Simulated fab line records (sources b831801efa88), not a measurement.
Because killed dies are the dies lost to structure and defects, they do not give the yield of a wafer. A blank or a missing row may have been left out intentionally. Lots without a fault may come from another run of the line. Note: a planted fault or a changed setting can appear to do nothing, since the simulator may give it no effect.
fab line records	flow sky130
[record] lots = 5	wafers = 15	lastDay = 50
route steps=708 shown VIA3@593 METAL4@598 CAP2M@603 PAD_OPEN@708
lots that met no fault: taken from a fault-free run of the same line
startH: the number of hours between the record's first day and the start of the first shown wafer of the lot	waitH: how many hours have passed since the lot's step before this one	" repeats the value in the row above	L1.1+2: several wafers, shown together as one row	- either no value or no given start	* or withheld: withheld	< > ~ a bound
route shown NAME@n: a module of which the file shows steps, and the number in the route of the first	usual: average and standard deviation across the fault-free wafers	same: alike in all rows	chamber/n: place in a boat	sites: the reading at each site	_std_site: the standard deviation of these	_edge_site: mean of outer sites minus mean of inner sites	radiusMm: how far each site lies from the wafer's centre	mask NAME#n: copy n	behind: the last tool/chamber to shape the wafer	hold: reason for holding the lot/hours on hold/outcome of the hold	device: whichever transistor did not switch (one of n, p or np)	end of line: the route-end tests of the same wafers	a step given without rows: its recipe and nothing more	killed: dies that structure and defects cost at the first sort, which is not the same as the wafer's yield	map: dies across one wafer; x = killed, . = not, _ = none there
set.NAME: setting as actually run; set.NAME@STEP: the setting as run at that earlier step	model.NAME: the simulator's own value behind a step, which no gauge read
lots at selected steps of the route; one table per step, one row per wafer
services: the hour from which a tool's chamber was out of use, counted from the record's first day as startH (under 0 if before that day), plus the number of hours and why
[[steps]]
[step SKY_VIA3_SPUTTER_20]
[recipe] material = TiN	targetThkNm = 20	chamberPressurePa = 5	powerW = 4000	timeS = 80
[usual] throttleValvePct = 29.9/0.74
lot.wafer	tool	chamber	startH	waitH	throttleValvePct
L130.2	pvdSputter-04	-	950.87	0.0	30.2
L130.3	"	-	"	"	28.9
L130.6	"	-	"	"	30.4
L135.1	pvdSputter-04	-	987.47	0.0	31.0
L135.2	"	-	"	"	30.1
L135.4	"	-	"	"	28.7
L147.1	pvdSputter-01	-	1079.47	0.0	30.3
L147.5	"	-	"	"	30.2
L147.6	"	-	"	"	29.5
L149.1	pvdSputter-01	-	1083.27	0.0	29.6
L149.2	"	-	"	"	31.2
L149.6	"	-	"	"	30.3
L148.1	pvdSputter-03	-	1083.56	0.0	29.0
L148.2	"	-	"	"	29.6
L148.6	"	-	"	"	29.8
[step SKY_VIA3_CVD_21]
[recipe] material = W	targetThkNm = 390	timeS = 117.31	tempC = 400	pressureTorr = 40
[step SKY_VIA3_RS_MEAS_22]
[recipe] thkMeasGauge = four-point-probe	reads = W_of_VIA3_CVD_21+TiN_of_VIA3_SPUTTER_20
[usual] VIA3_W_RS = 0.294/0.0032
lot.wafer	tool	chamber	startH	waitH	VIA3_W_RS[ohm/sq]
L130.2	filmMetro-03	-	951.07	0.1	0.293
L130.3	"	-	"	"	0.295
L130.6	"	-	"	"	0.291
L135.1	filmMetro-03	-	987.65	0.1	0.289
L135.2	"	-	"	"	0.288
L135.4	"	-	"	"	0.292
L147.1	filmMetro-04	-	1079.66	0.1	0.296
L147.5	"	-	"	"	0.296
L147.6	"	-	"	"	0.299
L149.1	filmMetro-02	-	1083.45	0.1	0.296
L149.2	"	-	"	"	0.293
L149.6	"	-	"	"	0.293
L148.1	filmMetro-02	-	1083.75	0.1	0.293
L148.2	"	-	"	"	0.294
L148.6	"	-	"	"	0.295
[step SKY_VIA3_THK_MEAS_23]
[recipe] thkMeasGauge = xrf	reads = W_of_VIA3_CVD_21
[usual] VIA3_W_THK = 401/8
lot.wafer	tool	chamber	startH	waitH	VIA3_W_THK[nm]
L130.2	filmMetro-03	-	951.18	0.1	408
L130.3	"	-	"	"	410
L130.6	"	-	"	"	414
L135.1	filmMetro-03	-	987.77	0.1	409
L135.2	"	-	"	"	415
L135.4	"	-	"	"	405
L147.1	filmMetro-04	-	1079.78	0.1	400
L147.5	"	-	"	"	402
L147.6	"	-	"	"	394
L149.1	filmMetro-02	-	1083.57	0.1	393
L149.2	"	-	"	"	395
L149.6	"	-	"	"	395
L148.1	filmMetro-02	-	1083.87	0.1	394
L148.2	"	-	"	"	397
L148.6	"	-	"	"	394
[step SKY_VIA3_CMP_24]
[recipe] stopOn = SiO2	tOverpolishS = 20	downForcePsi = 3.5	platenRpm = 60	targetThkNm = 0	padVelocityMS = 0.94248
[step SKY_METAL4_SPUTTER_00]
[recipe] material = Ti	targetThkNm = 15	powerW = 3000	timeS = 10	chamberPressurePa = 0.4
[step SKY_METAL4_SPUTTER_01]
[recipe] material = TiN	targetThkNm = 20	powerW = 6500	timeS = 16.7	chamberPressurePa = 0.4
[usual] throttleValvePct = 30.1/0.84
lot.wafer	tool	chamber	startH	waitH	throttleValvePct
L130.2	pvdSputter-02	-	951.55	0.0	30.1
L130.3	"	-	"	"	28.6
L130.6	"	-	"	"	28.8
L135.1	pvdSputter-03	-	988.16	0.0	29.8
L135.2	"	-	"	"	29.3
L135.4	"	-	"	"	29.3
L147.1	pvdSputter-03	-	1080.16	0.0	30.0
L147.5	"	-	"	"	29.1
L147.6	"	-	"	"	30.0
L149.1	pvdSputter-01	-	1083.95	0.0	30.4
L149.2	"	-	"	"	31.3
L149.6	"	-	"	"	30.5
L148.1	pvdSputter-02	-	1084.37	0.0	28.4
L148.2	"	-	"	"	30.3
L148.6	"	-	"	"	30.6
[step SKY_METAL4_SPUTTER_02]
[recipe] material = AlCu	targetThkNm = 735	powerW = 10600	timeS = 39.1	chamberPressurePa = 0.4
[usual] throttleValvePct = 30.1/0.85
lot.wafer	tool	chamber	startH	waitH	throttleValvePct
L130.2	pvdSputter-02	-	951.58	0.0	30.1
L130.3	"	-	"	"	28.6
L130.6	"	-	"	"	28.5
L135.1	pvdSputter-03	-	988.18	0.0	29.9
L135.2	"	-	"	"	29.5
L135.4	"	-	"	"	29.0
L147.1	pvdSputter-03	-	1080.19	0.0	30.2
L147.5	"	-	"	"	29.1
L147.6	"	-	"	"	30.0
L149.1	pvdSputter-01	-	1083.98	0.0	30.3
L149.2	"	-	"	"	31.6
L149.6	"	-	"	"	30.3
L148.1	pvdSputter-02	-	1084.40	0.0	28.6
L148.2	"	-	"	"	30.2
L148.6	"	-	"	"	30.1
[step SKY_METAL4_SPUTTER_03]
[recipe] material = Ti	targetThkNm = 5	powerW = 3000	timeS = 3.3	chamberPressurePa = 0.4
[step SKY_METAL4_SPUTTER_04]
[recipe] material = TiN	targetThkNm = 70	powerW = 6500	timeS = 58.3	chamberPressurePa = 0.4
[step SKY_CAP2M_CVD_00]
[recipe] material = SiO2	targetThkNm = 15.5	tempC = 400	timeS = withheld	rfW = 450
[step SKY_CAP2M_THK_MEAS_01]
[recipe] reads = SiO2_of_CAP2M_CVD_00
[usual] CAP2M_CVD_00_THK = 15.43/0.22
lot.wafer	tool	chamber	startH	waitH	CAP2M_CVD_00_THK[nm]
L130.2	filmMetro-01	-	951.73	-	15.20
L130.3	"	-	"	"	15.18
L130.6	"	-	"	"	15.36
L135.1	filmMetro-04	-	988.31	-	15.43
L135.2	"	-	"	"	15.33
L135.4	"	-	"	"	15.46
L147.1	filmMetro-01	-	1080.33	-	15.67
L147.5	"	-	"	"	15.71
L147.6	"	-	"	"	15.64
L149.1	filmMetro-01	-	1084.12	-	15.47
L149.2	"	-	"	"	15.50
L149.6	"	-	"	"	15.54
L148.1	filmMetro-01	-	1084.53	-	15.45
L148.2	"	-	"	"	15.50
L148.6	"	-	"	"	15.80
[step SKY_CAP2M_SPUTTER_02]
[recipe] material = TiN	targetThkNm = 200	tempC = 300	powerW = 6500	timeS = 166.7	chamberPressurePa = 0.4
[usual] susceptorTempC = 300.02/0.19	throttleValvePct = 29.9/0.87
lot.wafer	tool	chamber	startH	waitH	susceptorTempC	throttleValvePct	model.TiN_of_CAP2M_SPUTTER_02.thkNm
L130.2	pvdSputter-03	-	951.78	0.0	300.11	29.1	199.3
L130.3	"	-	"	"	299.96	30.1	197.2
L130.6	"	-	"	"	300.08	29.4	198.9
L135.1	pvdSputter-02	-	988.37	0.1	300.28	30.4	197.6
L135.2	"	-	"	"	300.08	28.6	194.9
L135.4	"	-	"	"	299.71	30.8	194.6
L147.1	pvdSputter-02	-	1080.39	0.1	300.17	28.7	215.6
L147.5	"	-	"	"	300.10	30.3	197.9
L147.6	"	-	"	"	299.91	29.0	215
L149.1	pvdSputter-04	-	1084.18	0.1	300.17	29.2	200.9
L149.2	"	-	"	"	300.14	29.2	198.7
L149.6	"	-	"	"	299.95	28.7	200.4
L148.1	pvdSputter-04	-	1084.59	0.1	300.21	29.2	199
L148.2	"	-	"	"	299.95	30.4	197
L148.6	"	-	"	"	299.93	29.1	200.2
[step SKY_CAP2M_RS_MEAS_03]
[recipe] thkMeasGauge = four-point-probe	reads = TiN_of_CAP2M_SPUTTER_02
[usual] CAP2M_TIN_RS = 6.94/0.095
lot.wafer	tool	chamber	startH	waitH	CAP2M_TIN_RS[ohm/sq]
L130.2	filmMetro-04	-	951.91	0.1	6.94
L130.3	"	-	"	"	7.03
L130.6	"	-	"	"	6.97
L135.1	filmMetro-04	-	988.48	0.1	7.01
L135.2	"	-	"	"	7.10
L135.4	"	-	"	"	7.12
L147.1	filmMetro-04	-	1080.50	0.1	6.42
L147.5	"	-	"	"	7.01
L147.6	"	-	"	"	6.43
L149.1	filmMetro-04	-	1084.29	0.1	6.91
L149.2	"	-	"	"	6.97
L149.6	"	-	"	"	6.90
L148.1	filmMetro-02	-	1084.70	0.1	6.94
L148.2	"	-	"	"	7.03
L148.6	"	-	"	"	6.90
[step SKY_CAP2M_THK_MEAS_04]
[recipe] thkMeasGauge = xrf	reads = TiN_of_CAP2M_SPUTTER_02
[usual] CAP2M_TIN_THK = 196.0/2.8
lot.wafer	tool	chamber	startH	waitH	CAP2M_TIN_THK[nm]
L130.2	filmMetro-04	-	952.02	0.1	196.1
L130.3	"	-	"	"	192.9
L130.6	"	-	"	"	195.5
L135.1	filmMetro-04	-	988.60	0.1	194.5
L135.2	"	-	"	"	191.7
L135.4	"	-	"	"	190.9
L147.1	filmMetro-04	-	1080.62	0.1	211.8
L147.5	"	-	"	"	195.0
L147.6	"	-	"	"	212.5
L149.1	filmMetro-04	-	1084.41	0.1	197.2
L149.2	"	-	"	"	196.2
L149.6	"	-	"	"	198.1
L148.1	filmMetro-02	-	1084.82	0.1	196.3
L148.2	"	-	"	"	193.5
L148.6	"	-	"	"	196.3
[step SKY_CAP2M_DEHYDRATE_05]
[recipe] tempC = 200	timeS = 60
[step SKY_CAP2M_HMDS_06]
[recipe] primeTimeS = 60	primeTempC = 120
[step SKY_CAP2M_COAT_07]
[recipe] resist = NOVOLAK	spinRpm = 3024	resistThkNm = 1140
[step SKY_CAP2M_SOFTBAKE_08]
[recipe] tempC = 90	timeS = 60	resist = NOVOLAK
[step SKY_CAP2M_EXPOSE_09]
[recipe] maskId = CAP2M	na = 0.6	sourceShape = conventional	sigmaOuter = 0.6	polarization = unpolarized	targetCdNm = 1000	doseMj = 159
[step SKY_CAP2M_PEB_10]
[recipe] tempC = withheld	timeS = *	resist = NOVOLAK
[step SKY_CAP2M_DEVELOP_11]
[recipe] resist = NOVOLAK	developer = TMAH	developTimeS = 60	devTempC = 23
[step SKY_CAP2M_OVL_MEAS_12]
[usual] CAP2M_OVL = 0.8/1.3
lot.wafer	tool	chamber	startH	waitH	CAP2M_OVL[nm]
L130.2	overlay-01	-	975.87	0.1	-1.8
L130.3	"	-	"	"	-0.7
L130.6	"	-	"	"	0.0
L135.1	overlay-02	-	1011.67	0.1	0.0
L135.2	"	-	"	"	-0.5
L135.4	"	-	"	"	0.9
L147.1	overlay-01	-	1100.62	0.1	-0.6
L147.5	"	-	"	"	-0.2
L147.6	"	-	"	"	-1.1
L149.1	overlay-01	-	1104.32	0.1	1.9
L149.2	"	-	"	"	1.0
L149.6	"	-	"	"	2.0
L148.1	overlay-02	-	1104.62	0.1	1.3
L148.2	"	-	"	"	-0.9
L148.6	"	-	"	"	0.4
[step SKY_CAP2M_METAL_ETCH_13]
[recipe] targetDepthNm = 220	stopOn = SiO2	chemistry = Cl2/BCl3	target = TiN	pressureMtorr = 10	icpW = 900	biasW = 48.5	Cl2_flow_sccm = 60	bcl3FlowSccm = 30	timeS = 62.9
[usual] drypumpMotorCurrentA = 6.0/0.47	oesProductAu = 0.940/0.0088	throttleValvePct = 21.903/0.011
lot.wafer	tool	chamber	startH	waitH	drypumpMotorCurrentA	oesProductAu	rfHoursCounterH	throttleValvePct
L130.2	rieMetal-02	0	975.90	0.0	6.2	0.940	19	21.895
L130.3	"	0	"	"	6.2	0.928	-	21.916
L130.6	"	0	"	"	6.2	0.942	-	21.905
L135.1	rieMetal-01	1	1011.71	0.0	5.3	0.933	10	21.907
L135.2	"	0	"	"	6.8	0.921	13	21.905
L135.4	"	1	"	"	5.3	0.917	-	21.917
L147.1	rieMetal-04	1	1100.66	0.0	6.2	0.988	20	21.875
L147.5	"	1	"	"	6.2	0.932	-	21.904
L147.6	"	0	"	"	6.1	0.980	-	21.880
L149.1	rieMetal-04	0	1104.36	0.0	6.1	0.942	13	21.909
L149.2	"	1	"	"	6.2	0.939	21	21.922
L149.6	"	0	"	"	6.1	0.942	-	21.909
L148.1	rieMetal-04	1	1104.66	0.0	6.3	0.939	21	21.897
L148.2	"	0	"	"	6.1	0.942	13	21.899
L148.6	"	1	"	"	6.3	0.946	-	21.906
[step SKY_CAP2M_STRIP_14]
[recipe] chemistry = O2/N2	powerW = 1400	pressureMtorr = 1500	platenTempC = withheld	o2FlowSccm = 3000	n2FlowSccm = 300	overashFraction = 0.5
[step SKY_CAP2M_STRIP_15]
[recipe] chemistry = postEtchResidueRemover	timeS = 1200	tempC = 72.5
[step SKY_CAP2M_CLEAN_16]
[recipe] chemistry = IPA	timeS = 180	tempC = 25
[step SKY_CAP2M_CLEAN_17]
[recipe] chemistry = O3/DIW	dry = n2Spin
[step SKY_METAL4_DEHYDRATE_05]
[recipe] tempC = 200	timeS = 60
[step SKY_METAL4_HMDS_06]
[recipe] primeTimeS = 60	primeTempC = 120
[step SKY_METAL4_COAT_07]
[recipe] resist = BARC	tempC = withheld	timeS = withheld	spinRpm = 3000	resistThkNm = 60
[step SKY_METAL4_COAT_08]
[recipe] resist = KrF-thick	spinRpm = 3000	resistThkNm = 1140
[step SKY_METAL4_SOFTBAKE_09]
[recipe] tempC = 100	timeS = 90	resist = KrF-thick
[step SKY_METAL4_EXPOSE_10]
[recipe] maskId = MM4	na = 0.68	sourceShape = annular	sigmaInner = 0.4	sigmaOuter = 0.8	targetCdNm = 300	doseMj = 28
[step SKY_METAL4_PEB_11]
[recipe] pebTempC = withheld	pebTimeS = withheld	resist = KrF-thick
[step SKY_METAL4_DEVELOP_12]
[recipe] developTimeS = 60	resist = KrF-thick	devTempC = 21
[step SKY_METAL4_CD_MEAS_13]
[recipe] targetCdNm = 300
[usual] cdNm = 300.8/1.4
lot.wafer	tool	chamber	startH	waitH	cdNm
L130.2	cdSem-02	-	999.60	-	300.7
L130.3	"	-	"	"	301.4
L130.6	"	-	"	"	300.6
L135.1	cdSem-02	-	1035.08	-	301.9
L135.2	"	-	"	"	301.6
L135.4	"	-	"	"	299.8
L147.1	cdSem-02	-	1121.07	-	301.8
L147.5	"	-	"	"	301.8
L147.6	"	-	"	"	300.0
L149.1	cdSem-02	-	1125.14	-	302.6
L149.2	"	-	"	"	303.1
L149.6	"	-	"	"	301.7
L148.1	cdSem-01	-	1125.17	-	299.0
L148.2	"	-	"	"	298.4
L148.6	"	-	"	"	298.6
[step SKY_METAL4_OVL_MEAS_14]
[usual] METAL4_OVL = 3/4.8
lot.wafer	tool	chamber	startH	waitH	METAL4_OVL[nm]
L130.2	overlay-02	-	999.71	0.1	-2
L130.3	"	-	"	"	6
L130.6	"	-	"	"	0
L135.1	overlay-02	-	1035.20	0.1	1
L135.2	"	-	"	"	9
L135.4	"	-	"	"	3
L147.1	overlay-01	-	1121.19	0.1	6
L147.5	"	-	"	"	4
L147.6	"	-	"	"	2
L149.1	overlay-01	-	1125.26	0.1	4
L149.2	"	-	"	"	-1
L149.6	"	-	"	"	4
L148.1	overlay-02	-	1125.29	0.1	10
L148.2	"	-	"	"	5
L148.6	"	-	"	"	10
[step SKY_METAL4_DESCUM_15]
[recipe] chemistry = O2	sourcePowerW = 150	biasPowerW = 0	pressureMtorr = 10	tempC = 40	timeS = 8
[usual] drypumpMotorCurrentA = 6.0/0.52	oesProductAu = 1.001/0.0083
lot.wafer	tool	chamber	startH	waitH	drypumpMotorCurrentA	oesProductAu	rfHoursCounterH
L130.2	rieMetal-02	1	999.74	0.0	5.4	0.995	13
L130.3	"	1	"	"	5.4	0.983	-
L130.6	"	1	"	"	5.4	0.987	-
L135.1	rieMetal-01	0	1035.24	0.0	6.8	1.001	14
L135.2	"	1	"	"	5.3	1.011	12
L135.4	"	1	"	"	5.3	1.021	-
L147.1	rieMetal-03	1	1121.23	0.0	6.0	1.015	18
L147.5	"	0	"	"	6.2	1.010	-
L147.6	"	1	"	"	6.1	1.010	-
L149.1	rieMetal-01	1	1125.29	0.0	5.3	1.002	19
L149.2	"	0	"	"	6.7	1.011	21
L149.6	"	1	"	"	5.3	1.001	-
L148.1	rieMetal-02	0	1125.33	0.0	6.2	1.002	6
L148.2	"	1	"	"	5.4	0.998	21
L148.6	"	1	"	"	5.5	0.990	-
[step SKY_METAL4_ETCH_16]
[recipe] chemistry = N2/H2	target = BARC	ionEnergyEv = 200	biasW = 100	pressureMtorr = 30	n2FlowSccm = 100	h2FlowSccm = 200	icpW = 500	stopOn = SiO2	timeS = 88.2	targetDepthA = 600
[step SKY_METAL4_ETCH_17]
[recipe] target = SiO2	stopOn = TiN	chemistry = C4F8/O2/Ar	sourceW = 1500	biasW = 1200	pressureMtorr = 40	c4f8FlowSccm = withheld	O2_flow_sccm = 6	Ar_flow_sccm = 300	timeS = 3.9	targetDepthA = 150
[usual] oesProductAu = 0.754/0.0075
lot.wafer	tool	chamber	startH	waitH	oesProductAu
L130.2	rieDiel-03	3	999.87	0.1	0.743
L130.3	"	1	"	"	0.750
L130.6	"	3	"	"	0.739
L135.1	rieDiel-03	2	1035.37	0.1	0.747
L135.2	"	1	"	"	0.759
L135.4	"	0	"	"	0.749
L147.1	rieDiel-04	1	1121.36	0.1	0.762
L147.5	"	3	"	"	0.757
L147.6	"	0	"	"	0.754
L149.1	rieDiel-04	0	1125.42	0.1	0.751
L149.2	"	1	"	"	0.757
L149.6	"	1	"	"	0.752
L148.1	rieDiel-02	3	1125.46	0.1	0.757
L148.2	"	2	"	"	0.760
L148.6	"	1	"	"	0.757
[step SKY_METAL4_METAL_ETCH_18]
[recipe] targetDepthA = 8450	stopOn = SiO2	overEtchFrac = 0.3	timeS = 183.1	chemistry = Cl2/BCl3	resistSidewallDeg = 88	pressureMtorr = 10	icpW = 900	biasW = 48.5	Cl2_flow_sccm = 60	bcl3FlowSccm = 30
[step SKY_METAL4_STRIP_20]
[recipe] chemistry = postEtchResidueRemover	timeS = 1200	tempC = 72.5
[usual] bathGuardTempC = 72.2/0.45	bathHeatDutyPct = 14.1/1.7
lot.wafer	tool	chamber	startH	waitH	bathGuardTempC	bathHeatDutyPct	model.TiN_of_CAP2M_SPUTTER_02.thkNm
L130.2	wetBench-04	2	1000.17	0.1	72.2	12.3	198.4
L130.3	"	2	"	"	72.6	13.3	196.4
L130.6	"	2	"	"	72.4	12.3	198
L135.1	wetBench-04	2	1035.67	0.1	72.2	13.5	196.8
L135.2	"	2	"	"	71.9	13.4	194.1
L135.4	"	2	"	"	71.9	11.8	193.8
L147.1	wetBench-04	3	1121.65	0.1	71.8	15.1	214.8
L147.5	"	3	"	"	71.9	13.9	197.1
L147.6	"	3	"	"	71.5	14.2	214.1
L149.1	wetBench-01	2	1125.72	0.1	71.7	16.9	200.1
L149.2	"	2	"	"	71.8	15.1	197.8
L149.6	"	2	"	"	71.4	17.0	199.5
L148.1	wetBench-02	2	1125.75	0.1	72.5	15.0	198.2
L148.2	"	2	"	"	72.7	14.5	196.1
L148.6	"	2	"	"	72.8	14.6	199.3
[step SKY_PAD_OPEN_PROBE_99]
[usual] defectLimitedYield = 82.4/2	killed_at_M0_to_M3 = 43/7	killed_at_M4_up = 3.3/1.8	killedAtContacts = 24/6.2	killedAtFrontEnd = 16/4.7	killedAtOther = 0.4/0.58	killedDies = 87/10	killedOpen = 47/6.4	killedShort = 39/7
[same] grossDies = 492	killedAtBackSide = 0
lot.wafer	tool	chamber	startH	waitH	defectLimitedYield[%]	killed_at_M0_to_M3	killed_at_M4_up	killedAtContacts	killedAtFrontEnd	killedAtOther	killedDies	killedOpen	killedShort	model.etest.capMim2.plateOhmSq
L130.2	prober-02	-	1091.26	0.1	83.1	41	2	32	8	0	83	46	37	6.023
L130.3	prober-02	-	1091.31	0.2	81.7	36	4	36	14	0	90	49	41	6.042
L130.6	prober-02	-	1091.46	0.2	78.7	40	6	44	15	0	105	49	56	6.062
L135.1	prober-01	-	1123.40	0.1	83.1	39	2	25	17	0	83	45	38	6.063
L135.2	prober-01	-	1123.45	0.1	84.3	43	6	18	10	0	77	42	35	6.224
L135.4	prober-01	-	1123.55	0.2	84.6	34	3	22	16	1	76	37	39	6.104
L147.1	prober-01	-	1197.89	0.1	81.5	44	1	33	13	0	91	47	42	5.554
L147.5	prober-01	-	1198.09	0.2	79.9	46	4	34	15	0	99	51	48	6.079
L147.6	prober-01	-	1198.14	0.2	78.5	50	7	29	20	0	106	53	53	5.577
L149.1	prober-02	-	1201.74	0.1	83.3	45	4	20	13	0	82	47	35	5.982
L149.2	prober-02	-	1201.79	0.1	80.3	50	2	27	18	0	97	54	43	6.012
L149.6	prober-02	-	1201.99	0.2	82.1	50	1	22	15	0	88	52	36	5.969
L148.1	prober-01	-	1202.37	0.1	86.2	30	2	25	10	1	68	31	37	5.97
L148.2	prober-01	-	1202.42	0.1	85.4	35	3	18	16	0	72	39	33	6.072
L148.6	prober-01	-	1202.62	0.2	81.9	51	3	27	7	1	89	43	46	6.011
// killed by level:class
L130.2 VIA1:geometricParticle:open=13 CONTACT:geometricParticle:short=8 CONTACT:geometricParticle:open=7 LI_CONTACT:geometricParticle:open=6 VIA1:geometricParticle:short=6 LOCAL_INTERCONNECT:geometricParticle:open=5 METAL1:geometricParticle:short=5 VIA3:geometricParticle:open=5
L130.3 CONTACT:geometricParticle:open=16 VIA1:geometricParticle:open=8 METAL2:geometricParticle:short=8 LOCAL_INTERCONNECT:geometricParticle:short=7 CONTACT:geometricParticle:short=6 VIA3:geometricParticle:open=6 LI_CONTACT:geometricParticle:open=5 METAL1:geometricParticle:short=5
L130.6 CONTACT:geometricParticle:open=13 LI_CONTACT:geometricParticle:short=9 CONTACT:geometricParticle:short=8 VIA1:geometricParticle:open=8 LOCAL_INTERCONNECT:geometricParticle:short=6 METAL3:geometricParticle:short=6 LI_CONTACT:geometricParticle:open=6 METAL1:geometricParticle:short=6
L135.1 CONTACT:geometricParticle:open=11 FIELD_ISO:geometricParticle:open=8 METAL1:geometricParticle:short=7 FIELD_ISO:geometricParticle:short=6 VIA3:geometricParticle:open=6 CONTACT:geometricParticle:short=6 VIA1:geometricParticle:open=6 VIA2:geometricParticle:open=6
L135.2 VIA2:geometricParticle:open=11 VIA1:geometricParticle:open=8 VIA1:geometricParticle:short=5 LOCAL_INTERCONNECT:geometricParticle:short=4 CONTACT:geometricParticle:short=4 CONTACT:geometricParticle:open=4 METAL2:geometricParticle:short=4 FIELD_ISO:geometricParticle:open=3
L135.4 CONTACT:geometricParticle:open=11 VIA1:geometricParticle:open=7 VIA1:geometricParticle:short=6 FIELD_ISO:geometricParticle:open=4 FIELD_ISO:geometricParticle:short=4 LOCAL_INTERCONNECT:geometricParticle:short=4 VIA2:geometricParticle:open=4 METAL1:geometricParticle:short=4
L147.1 CONTACT:geometricParticle:open=14 VIA1:geometricParticle:open=9 VIA3:geometricParticle:open=9 METAL2:geometricParticle:short=7 LOCAL_INTERCONNECT:geometricParticle:short=6 VIA1:geometricParticle:short=6 METAL1:geometricParticle:short=5 CONTACT:geometricParticle:short=5
L147.5 VIA1:geometricParticle:open=12 VIA3:geometricParticle:open=10 CONTACT:geometricParticle:open=9 CONTACT:geometricParticle:short=8 METAL2:geometricParticle:short=8 LI_CONTACT:geometricParticle:open=7 LI_CONTACT:geometricParticle:short=5 LOCAL_INTERCONNECT:geometricParticle:short=5
L147.6 METAL2:geometricParticle:short=12 LI_CONTACT:geometricParticle:open=9 CONTACT:geometricParticle:open=9 VIA3:geometricParticle:open=9 FIELD_ISO:geometricParticle:open=6 VIA2:geometricParticle:open=5 VIA1:geometricParticle:short=5 POLY_GATE:geometricParticle:short=4
L149.1 VIA3:geometricParticle:open=9 VIA1:geometricParticle:short=8 VIA1:geometricParticle:open=8 CONTACT:geometricParticle:open=7 FIELD_ISO:geometricParticle:open=5 LOCAL_INTERCONNECT:geometricParticle:short=5 VIA2:geometricParticle:open=5 LI_CONTACT:geometricParticle:open=4
L149.2 VIA1:geometricParticle:open=15 LI_CONTACT:geometricParticle:open=9 CONTACT:geometricParticle:open=7 METAL2:geometricParticle:short=6 LOCAL_INTERCONNECT:geometricParticle:short=6 VIA1:geometricParticle:short=6 VIA3:geometricParticle:open=6 VIA2:geometricParticle:open=5
L149.6 VIA1:geometricParticle:open=11 LI_CONTACT:geometricParticle:open=8 CONTACT:geometricParticle:open=8 VIA2:geometricParticle:open=7 VIA1:geometricParticle:short=6 METAL2:geometricParticle:short=6 VIA3:geometricParticle:open=6 METAL1:geometricParticle:short=4
L148.1 CONTACT:geometricParticle:open=10 VIA1:geometricParticle:open=8 METAL1:geometricParticle:short=6 VIA1:geometricParticle:short=6 LI_CONTACT:geometricParticle:open=4 LI_CONTACT:geometricParticle:short=4 CONTACT:geometricParticle:short=4 METAL3:geometricParticle:short=3
L148.2 LOCAL_INTERCONNECT:geometricParticle:short=6 CONTACT:geometricParticle:open=6 VIA2:geometricParticle:open=6 VIA3:geometricParticle:open=6 FIELD_ISO:geometricParticle:short=5 VIA1:geometricParticle:open=5 VIA1:geometricParticle:short=5 POLY_GATE:geometricParticle:open=4
L148.6 CONTACT:geometricParticle:open=13 VIA1:geometricParticle:open=9 METAL1:geometricParticle:short=8 VIA2:geometricParticle:short=8 VIA3:geometricParticle:open=7 CONTACT:geometricParticle:short=6 VIA1:geometricParticle:short=5 LI_CONTACT:geometricParticle:open=4
[[services]]
tool	chamber	startH	hours	kind
rieDiel-04	0	935.67	9.3	repair
pvdSputter-01	-	954.81	4.3	repair
rieMetal-03	0	964.31	4.1	repair
rieMetal-04	1	988.97	15.5	repair
wetBench-02	-	992.93	2.9	repair
rieDiel-03	3	999.98	4.8	repair
rieMetal-02	-	1010.42	26.5	repair
pvdSputter-03	3	1025.44	-	consumableReplace:kit
rieMetal-04	-	1048.09	2.8	pm
pvdSputter-04	-	1048.40	6.9	repair
wetBench-01	-	1062.48	16.5	repair
pvdSputter-02	-	1064.26	5.3	repair
rieMetal-04	-	1064.56	0.1	repair
rieDiel-02	-	1065.20	0.4	repair
rieDiel-03	-	1068.13	15.6	pm
rieMetal-04	0	1076.83	11.8	repair
rieMetal-03	-	1085.60	28.1	pm
wetBench-01	-	1090.24	1.7	repair
pvdSputter-01	-	1093.31	1.3	repair
rieDiel-03	1	1096.36	1.8	repair
rieDiel-03	0	1099.12	3.5	repair
rieDiel-03	-	1101.18	2.8	pm
pvdSputter-04	-	1114.19	7.6	repair
rieDiel-03	1	1121.74	3.7	repair
[[key]]
[firstSign] step = SKY_CAP2M_RS_MEAS_03	reading = CAP2M_TIN_RS	direction = down	sigmas = 5.5	usual = 6.94	struck = 6.42
[effect] step = SKY_CAP2M_THK_MEAS_04	reading = CAP2M_TIN_THK	direction = up	sigmas = 5.8	usual = 196.0	struck = 212.2
[effect] step = SKY_CAP2M_METAL_ETCH_13	reading = oesProductAu	direction = up	sigmas = 5	usual = 0.940	struck = 0.984
[modelEffect] step = SKY_CAP2M_SPUTTER_02	value = TiN_of_CAP2M_SPUTTER_02.thkNm	without = 195	struck = 215.3
[modelEffect] step = SKY_METAL4_STRIP_20	value = TiN_of_CAP2M_SPUTTER_02.thkNm	without = 194.2	struck = 214.5
[modelEffect] step = SKY_PAD_OPEN_PROBE_99	value = etest.capMim2.plateOhmSq	without = 6.143	struck = 5.566
metAt SKY_CAP2M_SPUTTER_02
struckWafers L147.1,L147.6
onsetBetween 988.37 1080.39
[fault] kind = processParameterDrift	tool = pvdSputter-02	chamber = -	onsetH = 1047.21	steps = SKY_CAP2M_SPUTTER_02	channel = targetThkNm	offset = 20.247	shape = step	endH = 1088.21	actsIn = theseRecipesOnly	stated = 200	scope = struckWafersOnly
